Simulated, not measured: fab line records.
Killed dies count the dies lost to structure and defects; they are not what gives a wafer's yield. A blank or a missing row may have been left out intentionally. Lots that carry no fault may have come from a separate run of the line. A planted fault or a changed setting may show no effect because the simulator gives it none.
Which tool was responsible?    flow sfq line    42 wafers from 14 lots sampled at 4 of the route's 325 steps

## WHAT EACH GAUGE READ, for each wafer
The record holds no reading of a measuring or inspecting step that can be judged against a usual standard deviation.

## WHICH TOOL RAN EACH LOT (tool, then ch and the chambers of the sampled wafers, then the start)
lot   SFQ_TRILAYER_I5_BARC_OPEN_VIA_ETCH_200  SFQ_TRILAYER_I5_ETCH_VIA_ETCH_147   SFQ_TRILAYER_C5_ETCH_VIA_ETCH_154   SFQ_TRILAYER_C5_STRIP_STRIP_155
L393  rie diel-03 ch 0,1,3, day 64 18:55      rie diel-03 ch 0,1,3, day 64 18:57  rie diel-03 ch 0,1,3, day 68 21:38  rie metal-03 ch 0,1, day 68 21:41
L395  rie diel-02 ch 0,2,3, day 68 11:59      rie diel-02 ch 0,2,3, day 68 12:02  rie diel-03 ch 2,3, day 71 19:11    rie metal-03 ch 0,1, day 71 19:14
L397  rie diel-03 ch 1,3, day 68 15:35        rie diel-03 ch 1,3, day 68 15:38    rie diel-01 ch 1,2,3, day 72 07:11  rie metal-03 ch 0,1, day 72 07:26
L398  rie diel-02 ch 1,2,3, day 68 16:47      rie diel-02 ch 1,2,3, day 68 16:50  rie diel-04 ch 1,3, day 72 09:35    rie metal-03 ch 0,1, day 72 09:38
L400  rie diel-03 ch 0,2, day 69 02:31        rie diel-03 ch 0,2, day 69 02:33    rie diel-01 ch 1,3, day 72 14:31    rie metal-02 ch 0,1, day 72 14:34
L401  rie diel-03 ch 0,1,3, day 69 19:02      rie diel-03 ch 0,1,3, day 69 19:04  rie diel-01 ch 0,2,3, day 73 07:19  rie metal-03 ch 0,1, day 73 07:22
L402  rie diel-03 ch 0,2,3, day 69 22:38      rie diel-03 ch 0,2,3, day 69 22:40  rie diel-03 ch 2,3, day 73 13:31    rie metal-04 ch 0,1, day 73 13:34
L408  rie diel-03 ch 1,2, day 78 01:47        rie diel-03 ch 1,2, day 78 01:49    rie diel-01 ch 1,2, day 78 14:04    rie metal-04 ch 0,1, day 78 14:07
L409  rie diel-03 ch 0,3, day 78 19:55        rie diel-03 ch 0,3, day 78 19:57    rie diel-01 ch 0,1, day 78 23:20    rie metal-03 ch 1, day 78 23:22
L410  rie diel-02 ch 0,1,3, day 79 15:14      rie diel-02 ch 0,1,3, day 79 15:16  rie diel-03 ch 1,2,3, day 80 09:52  rie metal-04 ch 0,1, day 80 09:54
L411  rie diel-01 ch 0,1,2, day 80 11:08      rie diel-01 ch 0,1,2, day 80 11:11  rie diel-04 ch 2,3, day 81 00:29    rie metal-03 ch 0,1, day 81 00:32
L412  rie diel-02 ch 1,2, day 80 19:40        rie diel-02 ch 1,2, day 80 19:43    rie diel-03 ch 0,1,2, day 81 01:41  rie metal-03 ch 0,1, day 81 01:44
L414  rie diel-03 ch 1,2,3, day 82 12:55      rie diel-03 ch 1,2,3, day 82 12:57  rie diel-04 ch 1,2, day 85 15:01    rie metal-02 ch 0, day 85 15:04
L415  rie diel-03 ch 0,3, day 82 22:31        rie diel-03 ch 0,3, day 82 22:33    rie diel-04 ch 0,1, day 85 21:08    rie metal-02 ch 0,1, day 85 21:11
- SFQ_TRILAYER_I5_BARC_OPEN_VIA_ETCH_200: etches BARC in O2, target depth 125 nm, time 41.7 s.
- SFQ_TRILAYER_I5_ETCH_VIA_ETCH_147: etches the open film in CHF3, stops on Nb, target depth 360 nm.
- SFQ_TRILAYER_C5_ETCH_VIA_ETCH_154: etches SiO2 in CHF3, stops on Nb, target depth 84 nm.
- SFQ_TRILAYER_C5_STRIP_STRIP_155: strips in O2.

## WHAT THE TOOLS THEMSELVES READ (means of the sampled wafers that have a number; where no wafer has one, the mark that the record gives instead)
SFQ_TRILAYER_I5_BARC_OPEN_VIA_ETCH_200.
lot   tool         chamber pressure mTorr (mTorr)  drypump motor current A (A)  oes product au (a.u.)  rf fwd power W (W)
L393  rie diel-03  29.997                          6.0                          0.686                  495.8
L395  rie diel-02  29.994                          6.3                          0.683                  495.2
L397  rie diel-03  30.009                          6.2                          0.688                  495.8
L398  rie diel-02  29.997                          5.9                          0.691                  496.5
L400  rie diel-03  29.999                          5.9                          0.688                  497.6
L401  rie diel-03  30.007                          6.1                          0.686                  522.6
L402  rie diel-03  29.998                          6.1                          0.689                  522.1
L408  rie diel-03  30.005                          6.3                          0.688                  493.9
L409  rie diel-03  30.018                          6.1                          0.683                  496.0
L410  rie diel-02  30.004                          5.8                          0.680                  494.7
L411  rie diel-01  30.026                          6.0                          0.685                  495.4
L412  rie diel-02  29.999                          5.9                          0.682                  495.8
L414  rie diel-03  29.993                          6.3                          0.683                  493.8
L415  rie diel-03  30.006                          6.1                          0.687                  495.2

SFQ_TRILAYER_I5_ETCH_VIA_ETCH_147.
lot   tool         chamber pressure mTorr (mTorr)  drypump motor current A (A)  oes product au (a.u.)  rf fwd power W (W)
L393  rie diel-03  30.005                          6.0                          0.985                  498.4
L395  rie diel-02  30.018                          6.3                          0.983                  498.8
L397  rie diel-03  29.978                          6.2                          0.983                  500.7
L398  rie diel-02  30.023                          5.9                          0.986                  499.6
L400  rie diel-03  29.997                          5.9                          0.987                  500.0
L401  rie diel-03  30.008                          6.0                          0.986                  497.7
L402  rie diel-03  29.998                          6.1                          0.981                  499.0
L408  rie diel-03  29.994                          6.3                          0.979                  499.1
L409  rie diel-03  29.954                          6.0                          0.977                  499.0
L410  rie diel-02  30.009                          5.8                          0.981                  498.3
L411  rie diel-01  30.006                          6.0                          0.989                  499.8
L412  rie diel-02  29.992                          5.9                          0.986                  499.2
L414  rie diel-03  29.994                          6.2                          0.986                  499.6
L415  rie diel-03  29.997                          6.1                          0.989                  499.6

SFQ_TRILAYER_C5_ETCH_VIA_ETCH_154.
lot   tool         chamber pressure mTorr (mTorr)  drypump motor current A (A)  oes product au (a.u.)  rf fwd power W (W)
L393  rie diel-03  29.980                          6.0                          0.893                  496.2
L395  rie diel-03  29.979                          6.3                          0.889                  494.8
L397  rie diel-01  29.984                          6.0                          0.888                  495.4
L398  rie diel-04  29.995                          6.4                          0.896                  496.5
L400  rie diel-01  29.997                          5.8                          0.895                  494.9
L401  rie diel-01  29.998                          5.7                          0.877                  494.5
L402  rie diel-03  30.001                          6.3                          0.897                  496.4
L408  rie diel-01  29.975                          6.2                          0.896                  494.7
L409  rie diel-01  29.976                          5.8                          0.894                  492.5
L410  rie diel-03  29.979                          6.3                          0.891                  494.7
L411  rie diel-04  29.988                          5.8                          0.895                  495.0
L412  rie diel-03  29.995                          6.1                          0.907                  494.8
L414  rie diel-04  29.997                          5.9                          0.888                  495.5
L415  rie diel-04  30.019                          6.1                          0.895                  494.9

SFQ_TRILAYER_C5_STRIP_STRIP_155.
lot   tool          chamber pressure mTorr (mTorr)  drypump motor current A (A)  oes product au (a.u.)
L393  rie metal-03  49.98                           6.1                          0.996
L395  rie metal-03  50.00                           6.1                          1.009
L397  rie metal-03  50.00                           6.1                          1.001
L398  rie metal-03  50.02                           6.3                          1.013
L400  rie metal-02  49.99                           5.3                          1.003
L401  rie metal-03  49.95                           6.3                          1.005
L402  rie metal-04  50.03                           5.9                          1.006
L408  rie metal-04  50.00                           5.9                          0.999
L409  rie metal-03  50.00                           6.4                          1.009
L410  rie metal-04  50.01                           5.9                          1.004
L411  rie metal-03  50.00                           6.3                          1.004
L412  rie metal-03  50.00                           6.1                          0.999
L414  rie metal-02  49.98                           5.1                          0.992
L415  rie metal-02  49.97                           5.3                          0.994

## THE ANSWER, worked out from the rows above alone
Rule: the lots themselves supply what counts as usual. Put in order of their means at a reading, lots are off if they are a third of the lots or fewer, leave a main group of 4 or more, and stand apart from it by a gap of 3 or more times the standard deviation of the main group's means; of several such gaps the widest counts. A main group whose means are all the same, to the digits that the tables above print for the reading, isn't used. Also off: a lot with no number at a reading for which 4 or more lots have one. The other lots that the step has rows for count as sound. First the gauges in route order, then the tools' own readings, where a lot's mean is used as printed above. The first step at which some lot is off is used, and at that step the reading that is off furthest; a lot without a number counts as furthest.
Off: L401, L402, at SFQ_TRILAYER_I5_BARC_OPEN_VIA_ETCH_200 (rf fwd power W). Mean 495.5 W and standard deviation 1 in the main group.
If a tool, at that step or one of the process steps before it, ran each lot that is off and ran no sound lot following the first of them, it fits. Of those tried, none fits.

## WHAT THE SIMULATOR HAD INSERTED
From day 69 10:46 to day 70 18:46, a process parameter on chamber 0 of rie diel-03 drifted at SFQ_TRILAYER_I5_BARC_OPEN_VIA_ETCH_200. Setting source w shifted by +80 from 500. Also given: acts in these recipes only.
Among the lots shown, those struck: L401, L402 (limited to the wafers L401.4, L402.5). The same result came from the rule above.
